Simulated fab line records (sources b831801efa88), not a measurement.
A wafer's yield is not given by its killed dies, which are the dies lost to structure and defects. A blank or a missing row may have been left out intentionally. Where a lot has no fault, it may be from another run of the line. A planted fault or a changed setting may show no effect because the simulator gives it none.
fab line records	flow sky130
record lots=5	wafers=15	last-day=49
route steps=708 shown PASSIVATION@681 PAD_OPEN@694
lots that met no fault: from a run of the same line without faults
start-h: hours from the record's first day to the start of the lot's first wafer shown	wait-h: time in hours since the lot's previous step	" same as the row above	L1.1+2: several wafers, shown together as one row	- value missing, or start not given	* or withheld: withheld	< > ~ a bound
route shown NAME@n: a module of which the file shows steps, and the number in the route of the first	usual: the fault-free wafers' mean and standard deviation	same: alike in all rows	chamber/n: place in a boat	sites: readings site by site	_std_site: the values' standard deviation	_edge_site: inner sites' mean taken away from outer sites' mean	radius-mm: for every site, how far away it sits from the centre of the wafer	mask NAME#n: copy n	behind: the tool/chamber that last shaped the wafer	hold: what put the lot on hold/how long, in hours/how the hold closed	device: the transistor (n, p or np) that didn't switch	end of line: at the end of the route, the tests of the same wafers	a step without rows: its recipe alone	killed: count of dies lost to structure and defects at first sort (not the wafer's yield)	map: the dies of a wafer, with x for killed, . for not killed, _ for no die there
set.NAME: the setting the step ran with; set.NAME@STEP: the setting that earlier step ran with	model.NAME: the simulator's own value behind a step, which no gauge read
certain route steps with their lots: each step a table, each wafer a row
services: a tool's chamber out of use, with start hour (start-h, from the record's first day; less than 0 if before it), hours out, and reason
## steps
# step SKY_PASSIVATION_CVD_00
# recipe material=SiO2	target-thk-nm=90	temp-c=400	time-s=withheld	rf-w=600
# usual heater-power-w=680/68	rf-fwd-power-W=587.4/2.9
lot.wafer	tool	chamber	start-h	wait-h	heater-power-w	rf-fwd-power-W
L599.3	pecvd-01	0	1069.09	0.0	690	585.8
L599.5	"	2	"	"	738	588.3
L599.6	"	0	"	"	693	583.3
L598.2	pecvd-01	2	1073.91	0.0	804	592.0
L598.3	"	1	"	"	600	585.0
L598.5	"	2	"	"	796	593.0
L606.1	pecvd-03	0	1110.09	0.0	648	586.2
L606.3	"	2	"	"	669	586.1
L606.5	"	2	"	"	666	589.8
L611.1	pecvd-04	1	1138.48	0.0	729	585.6
L611.2	"	2	"	"	741	588.4
L611.6	"	1	"	"	737	584.5
L612.3	pecvd-04	0	1147.33	0.0	651	590.4
L612.4	"	2	"	"	774	589.6
L612.6	"	1	"	"	768	586.9
# step SKY_PASSIVATION_THK_MEAS_01
# recipe reads=SiO2_of_PASSIVATION_CVD_00
# usual PASSIVATION_CVD_00_THK=90.0/1.2
lot.wafer	tool	chamber	start-h	wait-h	PASSIVATION_CVD_00_THK[nm]
L599.3	film-metro-02	-	1069.14	-	89.1
L599.5	"	-	"	"	92.3
L599.6	"	-	"	"	89.4
L598.2	film-metro-04	-	1073.94	-	89.2
L598.3	"	-	"	"	88.7
L598.5	"	-	"	"	90.9
L606.1	film-metro-04	-	1110.11	-	89.8
L606.3	"	-	"	"	90.7
L606.5	"	-	"	"	91.3
L611.1	film-metro-02	-	1138.51	-	87.5
L611.2	"	-	"	"	88.7
L611.6	"	-	"	"	90.5
L612.3	film-metro-02	-	1147.39	-	92.1
L612.4	"	-	"	"	90.9
L612.6	"	-	"	"	91.8
# step SKY_PASSIVATION_CVD_02
# recipe material=Si3N4	target-thk-nm=540	temp-c=400	time-s=withheld	rf-w=450
# usual heater-power-w=740/69	rf-fwd-power-W=449.1/1.4
lot.wafer	tool	chamber	start-h	wait-h	heater-power-w	rf-fwd-power-W
L599.3	pecvd-03	0	1069.18	0.0	698	448.8
L599.5	"	2	"	"	838	448.2
L599.6	"	1	"	"	782	450.3
L598.2	pecvd-04	0	1073.99	0.0	707	448.6
L598.3	"	2	"	"	690	448.8
L598.5	"	0	"	"	738	448.6
L606.1	pecvd-01	0	1110.17	0.1	694	447.7
L606.3	"	1	"	"	673	448.1
L606.5	"	0	"	"	724	449.4
L611.1	pecvd-01	0	1138.57	0.1	671	449.3
L611.2	"	1	"	"	683	450.7
L611.6	"	0	"	"	698	446.5
L612.3	pecvd-03	2	1147.43	0.0	841	450.8
L612.4	"	0	"	"	646	450.8
L612.6	"	1	"	"	813	449.2
# step SKY_PASSIVATION_THK_MEAS_03
# recipe reads=Si3N4_of_PASSIVATION_CVD_02
# usual PASSIVATION_CVD_02_THK=541/7.3
lot.wafer	tool	chamber	start-h	wait-h	PASSIVATION_CVD_02_THK[nm]
L599.3	film-metro-02	-	1069.42	-	525
L599.5	"	-	"	"	549
L599.6	"	-	"	"	545
L598.2	film-metro-01	-	1074.22	-	536
L598.3	"	-	"	"	537
L598.5	"	-	"	"	542
L606.1	film-metro-01	-	1110.40	-	544
L606.3	"	-	"	"	535
L606.5	"	-	"	"	552
L611.1	film-metro-04	-	1138.79	-	528
L611.2	"	-	"	"	526
L611.6	"	-	"	"	545
L612.3	film-metro-04	-	1147.68	-	539
L612.4	"	-	"	"	553
L612.6	"	-	"	"	536
# step SKY_PASSIVATION_DEHYDRATE_04
# recipe temp-c=200	time-s=60
# step SKY_PASSIVATION_HMDS_05
# recipe prime-time-s=60	prime-temp-c=120
# step SKY_PASSIVATION_COAT_06
# recipe spin-rpm=2000	resist-thk-nm=3000
# step SKY_PASSIVATION_SOFTBAKE_07
# recipe temp-c=110	time-s=withheld
# step SKY_PASSIVATION_EXPOSE_08
# recipe mask-id=NSM	target-cd-nm=3000	na=0.57	dose-mj=260
# step SKY_PASSIVATION_PEB_09
# recipe temp-c=115	time-s=withheld
# step SKY_PASSIVATION_DEVELOP_10
# recipe develop-time-s=60	dev-temp-c=23
# step SKY_PASSIVATION_ETCH_11
# recipe chemistry=CF4/O2	target-depth-nm=725	stop-on=AlCu	source-w=800	bias-w=150	pressure-mtorr=150	cf4-flow-sccm=80	O2_flow_sccm=10	time-s=161.1
# usual O2_flow_sccm=10.00/0.03	drypump-motor-current-A=5.7/0.48	oes-product-au=0.978/0.0076	rf-fwd-power-W=796.4/2.7	throttle-valve-pct=5.964/0.0093
lot.wafer	tool	chamber	start-h	wait-h	O2_flow_sccm	drypump-motor-current-A	oes-product-au	rf-fwd-power-W	rf-hours-counter-h	throttle-valve-pct
L599.3	rie-diel-04	3	1091.18	-	10.03	4.7	0.971	801.1	5	5.965
L599.5	"	2	"	"	9.98	6.2	0.991	796.3	-	5.982
L599.6	"	1	"	"	10.00	4.9	0.984	798.9	-	5.966
L598.2	rie-diel-03	3	1095.73	-	9.95	6.3	0.978	797.0	14	5.962
L598.3	"	1	"	"	9.97	5.3	0.974	795.2	4	5.968
L598.5	"	3	"	"	9.98	6.3	0.988	795.8	-	5.971
L606.1	rie-diel-02	1	1130.93	-	9.98	5.5	0.976	796.1	14	5.964
L606.3	"	0	"	"	10.04	6.2	0.974	794.0	24	5.944
L606.5	"	3	"	"	9.97	6.0	0.996	795.2	-	5.963
L611.1	rie-diel-04	2	1157.58	-	10.00	6.2	0.961	793.2	19	5.936
L611.2	"	1	"	"	9.96	4.9	0.962	792.3	21	5.968
L611.6	"	0	"	"	10.01	5.7	0.980	795.7	-	5.952
L612.3	rie-diel-03	0	1166.28	-	10.02	5.8	0.977	794.9	13	5.958
L612.4	"	2	"	"	9.97	5.6	0.982	799.5	13	5.977
L612.6	"	1	"	"	10.01	5.3	0.979	796.0	-	5.981
# step SKY_PASSIVATION_STRIP_12
# recipe chemistry=O2/N2	power-w=1400	pressure-mtorr=1500	platen-temp-c=withheld	overash-fraction=0.7	o2-flow-sccm=3000	n2-flow-sccm=300
# usual drypump-motor-current-A=6.0/0.36	oes-product-au=0.660/0.005	strip-time-to-endpoint-s=31.52/0.16
lot.wafer	tool	chamber	start-h	wait-h	drypump-motor-current-A	oes-product-au	rf-hours-counter-h	strip-time-to-endpoint-s
L599.3	plasma-asher-01	1	1091.32	0.1	6.4	0.658	-	31.55
L599.5	"	1	"	"	6.4	0.662	-	31.31
L599.6	"	0	"	"	5.2	0.675	-	31.77
L598.2	plasma-asher-01	1	1095.84	0.1	6.4	0.660	3	31.60
L598.3	"	0	"	"	5.2	0.655	-	31.69
L598.5	"	1	"	"	6.4	0.662	-	31.68
L606.1	plasma-asher-01	0	1131.04	0.1	5.3	0.663	6	31.29
L606.3	"	0	"	"	5.3	0.662	-	31.54
L606.5	"	1	"	"	6.4	0.668	-	31.27
L611.1	plasma-asher-04	1	1157.69	0.1	6.0	0.666	74	31.24
L611.2	"	0	"	"	6.4	0.657	74	31.56
L611.6	"	1	"	"	6.0	0.652	-	31.47
L612.3	plasma-asher-01	0	1166.42	0.1	5.2	0.653	-	31.62
L612.4	"	1	"	"	6.4	0.661	-	31.60
L612.6	"	0	"	"	5.2	0.658	-	31.55
# step SKY_PAD_OPEN_DEHYDRATE_00
# recipe temp-c=200	time-s=60
# step SKY_PAD_OPEN_HMDS_01
# recipe prime-time-s=60	prime-temp-c=120
# step SKY_PAD_OPEN_COAT_02
# recipe spin-rpm=2000	resist-thk-nm=3000
# step SKY_PAD_OPEN_SOFTBAKE_03
# recipe temp-c=110	time-s=withheld
# step SKY_PAD_OPEN_EXPOSE_04
# recipe mask-id=PDM	target-cd-nm=60000	na=0.57	dose-mj=260
# step SKY_PAD_OPEN_PEB_05
# recipe temp-c=115	time-s=withheld
# step SKY_PAD_OPEN_DEVELOP_06
# recipe develop-time-s=60	dev-temp-c=23
# step SKY_PAD_OPEN_ETCH_07
# recipe chemistry=CF4/O2	target-depth-nm=725	stop-on=AlCu	source-w=800	bias-w=150	pressure-mtorr=150	cf4-flow-sccm=80	O2_flow_sccm=10	time-s=161.1
# usual O2_flow_sccm=9.993/0.03	drypump-motor-current-A=5.9/0.37	oes-product-au=0.977/0.0079	rf-fwd-power-W=796.2/2.8	throttle-valve-pct=5.965/0.01
lot.wafer	tool	chamber	start-h	wait-h	O2_flow_sccm	drypump-motor-current-A	oes-product-au	rf-fwd-power-W	rf-hours-counter-h	throttle-valve-pct
L599.3	rie-diel-03	1	1112.28	-	9.960	5.3	0.968	796.0	5	5.969
L599.5	"	2	"	"	10.041	5.6	0.985	792.3	-	5.953
L599.6	"	3	"	"	10.028	6.3	0.980	798.2	-	5.960
L598.2	rie-diel-01	0	1116.86	-	9.952	6.7	0.971	794.7	11	5.961
L598.3	"	2	"	"	10.022	5.9	0.981	794.2	22	5.938
L598.5	"	1	"	"	10.001	5.5	0.972	802.6	-	5.978
L606.1	rie-diel-03	3	1150.43	-	9.990	6.3	0.982	798.1	17	5.973
L606.3	"	1	"	"	9.981	5.3	0.977	798.4	6	5.972
L606.5	"	0	"	"	9.975	5.9	0.981	793.6	-	5.961
L611.1	rie-diel-02	0	1175.88	-	9.953	6.1	0.955	798.3	26	5.954
L611.2	"	3	"	"	10.028	6.0	0.962	797.1	23	5.967
L611.6	"	2	"	"	10.006	6.2	0.983	800.7	-	5.975
L612.3	rie-diel-03	1	1184.06	-	10.022	5.3	0.976	791.5	7	5.954
L612.4	"	0	"	"	9.974	5.8	0.980	797.1	14	5.959
L612.6	"	1	"	"	9.944	5.3	0.976	794.0	-	5.981
# step SKY_PAD_OPEN_STRIP_08
# recipe chemistry=O2/N2	power-w=1400	pressure-mtorr=1500	platen-temp-c=withheld	overash-fraction=0.7	o2-flow-sccm=3000	n2-flow-sccm=300
# usual drypump-motor-current-A=5.9/0.44	oes-product-au=0.663/0.0047
lot.wafer	tool	chamber	start-h	wait-h	drypump-motor-current-A	oes-product-au	rf-hours-counter-h
L599.3	plasma-asher-03	0	1112.42	0.1	6.1	0.660	-
L599.5	"	0	"	"	6.1	0.666	-
L599.6	"	1	"	"	6.1	0.662	-
L598.2	plasma-asher-02	0	1116.97	0.1	5.2	0.663	99
L598.3	"	0	"	"	5.2	0.663	-
L598.5	"	0	"	"	5.2	0.653	-
L606.1	plasma-asher-04	1	1150.54	0.1	6.0	0.659	74
L606.3	"	1	"	"	6.0	0.655	-
L606.5	"	1	"	"	6.0	0.671	-
L611.1	plasma-asher-04	1	1175.99	0.1	6.0	0.657	76
L611.2	"	0	"	"	6.3	0.666	76
L611.6	"	1	"	"	6.0	0.663	-
L612.3	plasma-asher-02	0	1184.20	0.1	5.2	0.664	-
L612.4	"	1	"	"	5.2	0.667	-
L612.6	"	1	"	"	5.2	0.660	-
# step SKY_PAD_OPEN_STRIP_09
# recipe chemistry=post-etch-residue-remover	time-s=1200	temp-c=72.5
# step SKY_PAD_OPEN_CLEAN_10
# recipe chemistry=IPA	time-s=180	temp-c=25
# step SKY_PAD_OPEN_CLEAN_11
# recipe chemistry=O3/DIW	dry=n2-spin
# step SKY_PAD_OPEN_ANNEAL_12
# recipe temp-c=400	time-s=withheld	ambient=N2/H2	idle-temp-c=300	ramp-up-c-per-min=8	ramp-down-c-per-min=4
# step SKY_PAD_OPEN_BOW_MEAS_13
# recipe mode=bow
# usual PAD_OPEN_BOW=47/9.3
lot.wafer	tool	chamber	start-h	wait-h	PAD_OPEN_BOW[um]
L599.3	film-metro-03	-	1114.56	-	42
L599.5	"	-	"	"	54
L599.6	"	-	"	"	62
L598.2	film-metro-03	-	1119.12	-	35
L598.3	"	-	"	"	40
L598.5	"	-	"	"	25
L606.1	film-metro-02	-	1152.63	-	44
L606.3	"	-	"	"	56
L606.5	"	-	"	"	53
L611.1	film-metro-04	-	1178.11	-	47
L611.2	"	-	"	"	47
L611.6	"	-	"	"	53
L612.3	film-metro-03	-	1186.76	-	46
L612.4	"	-	"	"	49
L612.6	"	-	"	"	36
# step SKY_PAD_OPEN_PROBE_99
# usual defect-limited-yield=82.5/1.9	killed_at_M0_to_M3=43/6.8	killed_at_M4_up=3.2/2	killed-at-contacts=24/5.3	killed-at-front-end=16/4.4	killed-at-other=0.3/0.54	killed-dies=86/9.4	killed-open=48/6.6	killed-short=38/6.5	sort_bin_3_pad_short=0.8/0.4	sort_bin_5_function=10.4/1.5	sort_bin_6_memory=6.3/1.2	sort-n-pass=406/9.4	sort-yield-pct=82.5/1.9
# same gross-dies=492	killed-at-back-side=0	sort_bin_4_leakage[%]=0	sort_bin_8_speed[%]=0
lot.wafer	tool	chamber	start-h	wait-h	defect-limited-yield[%]	killed_at_M0_to_M3	killed_at_M4_up	killed-at-contacts	killed-at-front-end	killed-at-other	killed-dies	killed-open	killed-short	sort_bin_3_pad_short[%]	sort_bin_5_function[%]	sort_bin_6_memory[%]	sort-n-pass	sort-yield-pct[%]	model.etest.tester.sort-n-pass	model.etest.tester.sort-yield-pct	model.etest.tester.sort_bin_5_pct	model.etest.tester.sort_bin_3_pct
L599.3	prober-02	-	1114.74	0.2	84.8	44	1	20	10	0	75	47	28	0.2	8.9	6.1	417	84.8	417	84.76	8.943	0.2033
L599.5	prober-02	-	1114.84	0.2	84.6	36	3	26	11	0	76	47	29	1.0	9.1	5.3	416	84.6	416	84.55	9.146	1.016
L599.6	prober-02	-	1114.89	0.2	85.2	38	2	18	14	1	73	33	40	1.2	8.1	5.5	419	85.2	419	85.16	8.13	1.22
L598.2	prober-02	-	1119.27	0.1	82.3	53	3	19	12	0	87	54	33	0.8	11.0	5.9	405	82.3	405	82.32	10.98	0.813
L598.3	prober-02	-	1119.32	0.2	82.5	41	5	24	16	0	86	44	42	1.4	10.2	5.9	406	82.5	406	82.52	10.16	1.423
L598.5	prober-02	-	1119.42	0.2	86.4	43	3	16	5	0	67	35	32	0.6	8.5	4.5	425	86.4	425	86.38	8.537	0.6098
L606.1	prober-02	-	1152.75	0.1	79.5	50	7	27	16	1	101	62	39	0.8	13.6	6.1	391	79.5	391	79.47	13.62	0.813
L606.3	prober-02	-	1152.85	0.2	81.7	42	5	26	17	0	90	52	37	0.2	9.3	8.7	402	81.7	402	81.71	9.35	0.2033
L606.5	prober-02	-	1152.95	0.2	79.3	47	4	33	18	0	102	59	43	0.8	13.2	6.7	390	79.3	390	79.27	13.21	0.813
L611.1	prober-01	-	1178.23	0.1	82.5	38	3	22	23	0	86	39	46	0.8	11.4	5.3	406	82.5	406	82.52	11.38	0.813
L611.2	prober-01	-	1178.28	0.1	82.7	43	2	19	20	1	85	50	35	1.0	10.2	6.1	407	82.7	407	82.72	10.16	1.016
L611.6	prober-01	-	1178.48	0.2	81.3	48	6	22	16	0	92	52	40	0.6	10.6	7.5	400	81.3	400	81.3	10.57	0.6098
L612.3	prober-02	-	1186.94	0.2	83.1	39	1	33	9	1	83	57	25	0.4	11.4	5.1	409	83.1	409	83.13	11.38	0.4065
L612.4	prober-02	-	1186.99	0.2	73.4	40	5	18	11	57	131	43	31	3.9	16.3	6.5	361	73.4	361	73.37	16.26	3.862
L612.6	prober-02	-	1187.09	0.2	83.3	39	3	22	18	0	82	42	40	0.4	9.3	6.9	410	83.3	410	83.33	9.35	0.4065
# killed by level:class
L599.3 CONTACT:geometric-particle:open=10 VIA2:geometric-particle:open=10 VIA1:geometric-particle:open=9 VIA1:geometric-particle:short=5 METAL3:geometric-particle:short=5 VIA3:geometric-particle:open=5 FIELD_ISO:geometric-particle:open=4 FIELD_ISO:geometric-particle:short=3
L599.5 CONTACT:geometric-particle:open=13 VIA1:geometric-particle:open=11 LOCAL_INTERCONNECT:geometric-particle:short=6 FIELD_ISO:geometric-particle:open=5 LI_CONTACT:geometric-particle:open=5 VIA1:geometric-particle:short=5 VIA2:geometric-particle:open=5 VIA3:geometric-particle:open=4
L599.6 VIA2:geometric-particle:open=9 CONTACT:geometric-particle:open=7 VIA1:geometric-particle:short=7 VIA1:geometric-particle:open=7 FIELD_ISO:geometric-particle:short=5 CONTACT:geometric-particle:short=5 VIA3:geometric-particle:short=4 METAL1:geometric-particle:short=3
L598.2 CONTACT:geometric-particle:open=9 VIA3:geometric-particle:open=8 VIA3:geometric-particle:short=7 METAL1:geometric-particle:short=7 VIA2:geometric-particle:open=7 VIA1:geometric-particle:open=6 LI_CONTACT:geometric-particle:open=5 VIA1:geometric-particle:short=5
L598.3 CONTACT:geometric-particle:open=9 VIA1:geometric-particle:open=9 VIA3:geometric-particle:open=8 VIA1:geometric-particle:short=7 LI_CONTACT:geometric-particle:open=6 FIELD_ISO:geometric-particle:open=5 LOCAL_INTERCONNECT:geometric-particle:short=4 POLY_GATE:geometric-particle:short=4
L598.5 VIA1:geometric-particle:open=14 CONTACT:geometric-particle:short=6 VIA3:geometric-particle:open=6 VIA1:geometric-particle:short=5 LI_CONTACT:geometric-particle:open=4 METAL2:geometric-particle:short=4 CONTACT:geometric-particle:open=3 METAL1:geometric-particle:short=3
L606.1 CONTACT:geometric-particle:open=14 VIA2:geometric-particle:open=10 VIA3:geometric-particle:open=9 FIELD_ISO:geometric-particle:open=7 VIA1:geometric-particle:open=7 VIA2:geometric-particle:short=6 METAL2:geometric-particle:short=5 VIA1:geometric-particle:short=5
L606.3 VIA1:geometric-particle:open=12 LI_CONTACT:geometric-particle:open=10 FIELD_ISO:geometric-particle:open=7 CONTACT:geometric-particle:open=7 VIA1:geometric-particle:short=6 VIA3:geometric-particle:open=6 METAL2:geometric-particle:short=5 LOCAL_INTERCONNECT:geometric-particle:short=4
L606.5 VIA1:geometric-particle:open=17 LI_CONTACT:geometric-particle:open=13 CONTACT:geometric-particle:open=6 VIA3:geometric-particle:open=6 CONTACT:geometric-particle:short=5 VIA2:geometric-particle:open=5 FIELD_ISO:geometric-particle:short=4 FIELD_ISO:geometric-particle:open=4
L611.1 CONTACT:geometric-particle:short=7 VIA3:geometric-particle:open=7 VIA1:geometric-particle:short=6 VIA1:geometric-particle:open=6 CONTACT:geometric-particle:open=6 POLY_GATE:geometric-particle:short=5 POLY_GATE:geometric-particle:open=5 LI_CONTACT:geometric-particle:open=5
L611.2 VIA1:geometric-particle:open=12 METAL2:geometric-particle:short=10 LI_CONTACT:geometric-particle:open=8 CONTACT:geometric-particle:open=7 VIA3:geometric-particle:open=6 FIELD_ISO:geometric-particle:short=5 VIA2:geometric-particle:open=5 SPACER:geometric-particle:short=4
L611.6 VIA1:geometric-particle:open=10 CONTACT:geometric-particle:open=9 VIA2:geometric-particle:open=9 METAL1:geometric-particle:short=7 FIELD_ISO:geometric-particle:open=6 VIA1:geometric-particle:short=5 LOCAL_INTERCONNECT:geometric-particle:short=4 FIELD_ISO:geometric-particle:short=3
L612.3 CONTACT:geometric-particle:open=17 VIA1:geometric-particle:open=11 VIA2:geometric-particle:open=8 LI_CONTACT:geometric-particle:open=8 VIA3:geometric-particle:open=6 CONTACT:geometric-particle:short=4 METAL2:geometric-particle:short=4 METAL3:geometric-particle:short=4
L612.4 PASSIVATION:unspecified=56 VIA2:geometric-particle:open=9 CONTACT:geometric-particle:open=7 VIA1:geometric-particle:open=6 VIA3:geometric-particle:short=6 VIA3:geometric-particle:open=6 LI_CONTACT:geometric-particle:open=5 POLY_GATE:geometric-particle:short=4
L612.6 CONTACT:geometric-particle:open=12 VIA1:geometric-particle:open=9 METAL2:geometric-particle:short=9 POLY_GATE:geometric-particle:short=6 VIA3:geometric-particle:open=6 FIELD_ISO:geometric-particle:open=4 VIA1:geometric-particle:short=4 METAL1:geometric-particle:short=4
# map L612.4 (x killed, . not)
__________.x.x......_________
________.....x........_______
______.........x.x......_____
_____...x...x........x...____
____.x....................___
___........x........xx....x__
__....x.x...........x....x.._
_.................x..x.xx...x
_..............xxx.x.....x.x.
_.x...xxxx..........x........
_x..x......x....x.....x......
_xxxxxxxx..xx....xx.....xx...
_xxxxxxxx.x..x.x.............
_xxxxxxxxx....x..x..xxx......
_xxxxxxxx..x...x.............
__xxxxxxxx..x...xx.........._
___xxxxxx....x..x..........__
____xxxxxx..x........x....___
_____xxxxx.xxxx.x.xx.....____
______x.x..............._____
________........x....._______
__________....x....._________
# map L598.2 (x killed, . not)
__________.........x_________
________x..x.....x...._______
______.............x...._____
_____............x..x..x.____
____....................x.___
___.xx.........x..x.x..x..x__
__x..x......x.x....x........_
_.......x..x...x.......x....x
_.xx.x.x..x.x.......x.....x.x
_.................x..x......x
_..xx......x........x.xx...xx
_..x....x.x.x.......x........
_.x....x...x.............xx..
_..x...x.x.......x...........
_....................x..x...x
__x.xx.........x............_
___.....x.........xxx.xx.x.__
____........x.......x.....___
_____x..xx.x..x......x...____
______x.....x...x....x.._____
________......x......._______
__________.........._________
## services
tool	chamber	start-h	hours	kind
pecvd-04	0	1052.49	2.1	scheduled-down
plasma-asher-01	-	1055.25	9.0	pm
plasma-asher-01	0	1055.25	9.0	vent-cycle
plasma-asher-01	1	1055.25	9.0	vent-cycle
rie-diel-02	-	1063.96	2.8	pm
plasma-asher-01	0	1064.25	-	clean
plasma-asher-01	1	1064.25	-	clean
rie-diel-01	0	1070.83	3.4	repair
rie-diel-02	2	1079.05	2.7	repair
pecvd-01	2	1079.96	5.5	scheduled-down
plasma-asher-01	-	1084.03	2.5	repair
pecvd-04	1	1088.27	2.1	scheduled-down
pecvd-04	2	1090.40	2.1	scheduled-down
rie-diel-02	2	1107.84	-	clean
rie-diel-02	2	1107.84	13.7	scheduled-down
rie-diel-03	1	1113.43	18.9	repair
rie-diel-04	3	1129.32	6.4	repair
rie-diel-01	-	1136.79	0.5	repair
plasma-asher-03	-	1137.64	2.8	pm
plasma-asher-03	-	1158.95	4.1	repair
rie-diel-03	3	1172.97	5.1	repair
plasma-asher-01	-	1176.25	5.0	repair
pecvd-01	0	1181.83	2.1	scheduled-down
pecvd-03	0	1183.87	4.4	repair
## key
first-sign step=SKY_PAD_OPEN_PROBE_99	reading=killed-at-other	direction=up	sigmas=57	usual=0.3	struck=57
effect step=SKY_PAD_OPEN_PROBE_99	reading=sort_bin_3_pad_short	direction=up	sigmas=7.8	usual=0.8	struck=3.9
model-effect step=SKY_PAD_OPEN_PROBE_99	value=etest.tester.sort-n-pass	without=404	struck=361
met-at SKY_PASSIVATION_STRIP_12
struck-wafers L612.4
onset-between 1131.04 1166.42
fault kind=chamber-particle-source	tool=plasma-asher-01	chamber=1	onset-h=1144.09	steps=SKY_PASSIVATION_STRIP_12	rate-per-visit-cm2=1.8785
